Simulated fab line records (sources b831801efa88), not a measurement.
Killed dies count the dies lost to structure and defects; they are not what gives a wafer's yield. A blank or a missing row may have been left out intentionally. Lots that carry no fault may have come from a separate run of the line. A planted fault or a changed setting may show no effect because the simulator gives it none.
Chamber matching -- flow sky130 -- SKY_VIA2_CMP_02 on cmp-01 has 4 sister chambers
The step polishes SiO2. 4 wafers are shown with their chamber, then 10 later ones without.

EACH WAFER AND ITS CHAMBER
wafer,chamber,motor-current-A (A)
L081.4,2,11.3
L083.3,3,12.2
L086.2,1,13.8
L086.3,0,11.0

WAFERS MISSING THEIR CHAMBER
wafer,motor-current-A (A)
L086.5,11.4
L091.3,10.9
L091.5,11.5
L091.6,12.4
L090.1,12.2
L090.3,14.2
L090.6,12.2
L092.2,12.1
L092.3,10.4
L092.6,14.4

WHICH CHAMBER EACH WENT THROUGH
wafer,from the rows above,in truth
L086.5,can't be placed: 2 or 0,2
L091.3,can't be placed: 0 or 2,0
L091.5,can't be placed: 2 or 0 or 3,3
L091.6,3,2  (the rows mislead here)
L090.1,3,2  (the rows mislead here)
L090.3,1,1
L090.6,3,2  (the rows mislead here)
L092.2,3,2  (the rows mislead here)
L092.3,can't be placed: 0 or 2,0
L092.6,1,1
Placed correctly: 2 of 10. From these rows, 4 cannot be placed; in 4 the true chamber is one of the candidates. Number placed wrongly: 4.
How it was worked out, from the rows above alone: a wafer's distance from a chamber is the root of the sum, over the readings, of the square of ((its reading less the chamber's mean) divided by the reading's scatter). If the next closest chamber is less than 2 further off than the closest, the wafer can't be placed; otherwise it belongs to the closest. The mean given for a chamber averages the wafers shown for that chamber. The scatter: with one shown wafer a chamber, the root of the mean of the squares of how far each hidden wafer lies from its nearest shown one.
